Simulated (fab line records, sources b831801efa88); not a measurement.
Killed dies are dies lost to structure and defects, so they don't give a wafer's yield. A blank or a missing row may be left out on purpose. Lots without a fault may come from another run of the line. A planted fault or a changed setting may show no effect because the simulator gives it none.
Which tool did it? | flow sky130 | 11 lots, 33 wafers sampled, at 4 steps of a route of 708

WHAT THE GAUGES READ, wafer by wafer
SKY_LDD_HVN_TW_MEAS_10.
lot  | measured     | on            | LDD_HVN_TW
L784 | day 21 02:34 | film_metro-03 | 1439 1425 1437
L787 | day 22 00:10 | film_metro-03 | 1444 1444 1445
L788 | day 22 13:25 | film_metro-02 | 1549 1547 1550
L789 | day 23 03:38 | film_metro-03 | 1530 1542 1550
L797 | day 25 19:44 | film_metro-02 | 1460 1448 1453
L799 | day 26 11:54 | film_metro-02 | 1443 1436 1437
L800 | day 26 20:14 | film_metro-02 | 1429 1440 1428
L801 | day 27 08:31 | film_metro-02 | 1448 1445 1452
L803 | day 27 13:26 | film_metro-01 | 1439 1444 1442
L804 | day 28 05:33 | film_metro-01 | 1440 1439 1430
L805 | day 28 11:18 | film_metro-03 | 1445 1437 1440

WHICH TOOL RAN EACH LOT (tool, then ch and the chambers of the sampled wafers, then the start)
lot  | SKY_POLY_GATE_ETCH_17            | SKY_LDD_P_STRIP_10                   | SKY_LDD_HVN_IMPLANT_08
L784 | rie_si-02 ch 1,2, day 17 02:30   | plasma_asher-03 ch 1, day 19 18:46   | implanter-03 ch 0, day 21 02:19
L787 | rie_si-01 ch 0,1,3, day 17 23:44 | plasma_asher-04 ch 1, day 20 16:46   | implanter-02 ch 0, day 21 23:55
L788 | rie_si-01 ch 0,1,3, day 18 14:17 | plasma_asher-02 ch 0,1, day 21 07:07 | implanter-02 ch 0, day 22 13:11
L789 | rie_si-01 ch 0,1,2, day 19 03:53 | plasma_asher-04 ch 0,1, day 21 22:20 | implanter-02 ch 0, day 23 03:23
L797 | rie_si-01 ch 1,2,3, day 21 21:30 | plasma_asher-03 ch 0,1, day 24 13:46 | implanter-02 ch 0, day 25 19:29
L799 | rie_si-01 ch 0,3, day 22 13:44   | plasma_asher-04 ch 0,1, day 25 05:19 | implanter-04 ch 0, day 26 11:39
L800 | rie_si-02 ch 0,1,3, day 22 22:32 | plasma_asher-03 ch 1, day 25 14:56   | implanter-02 ch 0, day 26 19:59
L801 | rie_si-01 ch 1,3, day 23 10:18   | plasma_asher-03 ch 0,1, day 26 02:56 | implanter-02 ch 0, day 27 08:18
L803 | rie_si-01 ch 1,2, day 23 17:32   | plasma_asher-04 ch 0,1, day 26 08:19 | implanter-04 ch 0, day 27 13:11
L804 | rie_si-02 ch 0,2,3, day 24 10:27 | plasma_asher-04 ch 0,1, day 26 23:35 | implanter-04 ch 0, day 28 05:18
L805 | rie_si-01 ch 2,3, day 24 16:08   | plasma_asher-02 ch 0,1, day 27 05:14 | implanter-02 ch 0, day 28 11:03
- SKY_POLY_GATE_ETCH_17: etches poly-Si in HBr/Cl2, stops on SiO2, target depth 180 nm, time 70.5 s.
- SKY_LDD_P_STRIP_10: strips in O2/N2.
- SKY_LDD_HVN_IMPLANT_08

THE ANSWER, worked out from the rows above alone
Rule: what is usual is taken from the lots themselves. Put in order of their means at a reading, lots are off if they are a third of the lots or fewer, leave a main group of 4 or more, and stand apart from it by a gap of 3 or more times the standard deviation of the main group's means; of several such gaps the widest counts. A main group whose means are all the same, to the digits that the tables above print for the reading, isn't used. A lot without any number at a reading at which 4 lots or more have one is off too. The other lots that the step has rows for count as sound.
Off: L788, L789, at SKY_LDD_HVN_TW_MEAS_10 (LDD_HVN_TW). The main group: mean 1441, standard deviation 6.5.
A tool fits if, at a process step before that reading, it ran every lot that is off, and no sound lot after the first of them. The gauges at SKY_LDD_HVN_TW_MEAS_10 are tried like those tools. None of those tried fits.

WHAT THE SIMULATOR HAD PUT IN
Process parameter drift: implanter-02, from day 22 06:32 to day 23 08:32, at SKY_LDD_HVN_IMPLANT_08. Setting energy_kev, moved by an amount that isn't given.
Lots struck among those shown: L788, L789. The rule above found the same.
